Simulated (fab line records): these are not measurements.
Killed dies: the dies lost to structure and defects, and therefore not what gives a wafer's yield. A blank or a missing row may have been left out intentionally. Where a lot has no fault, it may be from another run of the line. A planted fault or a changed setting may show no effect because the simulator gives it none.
Which of the tools did it? || flow sky130 || 18 wafers from 6 lots sampled at 5 of the route's 708 steps

WHAT THE GAUGES SHOWED, per wafer
SKY_VT_ADJUST_NCORE_CD_MEAS_07: the cd target is 380 nm.
{"lot": "L350", "measured": "day 9 00:41", "on": "cd sem-01", "cd nm (nm)": "382.5 384.1 380.5"}
{"lot": "L353", "measured": "day 10 02:58", "on": "cd sem-01", "cd nm (nm)": "382.6 382.4 383.7"}
{"lot": "L355", "measured": "day 10 15:23", "on": "cd sem-02", "cd nm (nm)": "- - -"}
{"lot": "L362", "measured": "day 12 13:31", "on": "cd sem-02", "cd nm (nm)": "374.4 376.3 375.6"}
{"lot": "L365", "measured": "day 13 22:32", "on": "cd sem-02", "cd nm (nm)": "376.6 374.8 373.6"}
{"lot": "L368", "measured": "day 14 09:19", "on": "cd sem-02", "cd nm (nm)": "381.0 382.1 380.9"}

WHAT TOOL EACH LOT RAN ON (gives the tool, then ch and the chambers of the sampled wafers, and finally the start)
{"lot": "L350", "SKY_NWELL_RTA_28": "rtp anneal-02 ch 0, day 5 18:23", "SKY_VT_ADJUST_HVTP_STRIP_10": "plasma asher-03 ch 0,1, day 6 12:54", "SKY_VT_ADJUST_LVTN_STRIP_20": "plasma asher-04 ch 0,1, day 8 03:37", "SKY_VT_ADJUST_NCORE_EXPOSE_04": "iline stepper-02 ch 0, day 8 14:17"}
{"lot": "L353", "SKY_NWELL_RTA_28": "rtp anneal-01 ch 0, day 6 14:59", "SKY_VT_ADJUST_HVTP_STRIP_10": "plasma asher-02 ch 0,1, day 7 11:26", "SKY_VT_ADJUST_LVTN_STRIP_20": "plasma asher-04 ch 0,1, day 9 04:58", "SKY_VT_ADJUST_NCORE_EXPOSE_04": "iline stepper-02 ch 0, day 9 16:39"}
{"lot": "L355", "SKY_NWELL_RTA_28": "rtp anneal-01 ch 0, day 7 00:59", "SKY_VT_ADJUST_HVTP_STRIP_10": "plasma asher-04 ch 0,1, day 7 21:18", "SKY_VT_ADJUST_LVTN_STRIP_20": "plasma asher-01 ch 0,1, day 9 17:01", "SKY_VT_ADJUST_NCORE_EXPOSE_04": "iline stepper-02 ch 0, day 10 03:47"}
{"lot": "L362", "SKY_NWELL_RTA_28": "rtp anneal-02 ch 0, day 8 18:10", "SKY_VT_ADJUST_HVTP_STRIP_10": "plasma asher-04 ch 0,1, day 9 17:07", "SKY_VT_ADJUST_LVTN_STRIP_20": "plasma asher-04 ch 0,1, day 11 14:05", "SKY_VT_ADJUST_NCORE_EXPOSE_04": "iline stepper-01 ch 0, day 12 01:50"}
{"lot": "L365", "SKY_NWELL_RTA_28": "rtp anneal-01 ch 0, day 9 23:04", "SKY_VT_ADJUST_HVTP_STRIP_10": "plasma asher-03 ch 0,1, day 10 22:43", "SKY_VT_ADJUST_LVTN_STRIP_20": "plasma asher-01 ch 0,1, day 12 22:08", "SKY_VT_ADJUST_NCORE_EXPOSE_04": "iline stepper-02 ch 0, day 13 10:14"}
{"lot": "L368", "SKY_NWELL_RTA_28": "rtp anneal-01 ch 0, day 10 10:13", "SKY_VT_ADJUST_HVTP_STRIP_10": "plasma asher-04 ch 0,1, day 11 09:35", "SKY_VT_ADJUST_LVTN_STRIP_20": "plasma asher-03 ch 0,1, day 13 08:32", "SKY_VT_ADJUST_NCORE_EXPOSE_04": "iline stepper-02 ch 0, day 13 20:46"}
- SKY_NWELL_RTA_28: time 30 s.
- SKY_VT_ADJUST_HVTP_STRIP_10: strips in O2/N2.
- SKY_VT_ADJUST_LVTN_STRIP_20: strips in O2/N2.
- SKY_VT_ADJUST_NCORE_EXPOSE_04: exposes mask LVTN COMPLEMENT THIN, target cd 380 nm.

THE ANSWER, worked out from the rows above alone
Rule: what is usual is taken from the lots themselves. The widest of any qualifying gaps counts: lots, ordered by their means at a reading, are off when they make up no more than a third of the lots, leave a main group of 4 or more, and stand apart from it by 3 or more times the standard deviation of that group's means. A main group is skipped when, at the precision printed for the reading in the tables above, its means are all equal. A lot without any number at a reading at which 4 lots or more have one is off too. Where the step has rows for the other lots, those lots are counted as sound.
Off, at SKY_VT_ADJUST_NCORE_CD_MEAS_07 on cd nm: L355. Without a number there: L355. Main group: mean 379.4 nm, sd 3.5.
A tool fits if, at a process step before that reading, it ran every lot that is off, and no sound lot after the first of them. Those tools and the gauges at SKY_VT_ADJUST_NCORE_CD_MEAS_07 are tried in the same way. Not one of the candidates tried fits.

WHAT THE SIMULATOR HAD PUT IN
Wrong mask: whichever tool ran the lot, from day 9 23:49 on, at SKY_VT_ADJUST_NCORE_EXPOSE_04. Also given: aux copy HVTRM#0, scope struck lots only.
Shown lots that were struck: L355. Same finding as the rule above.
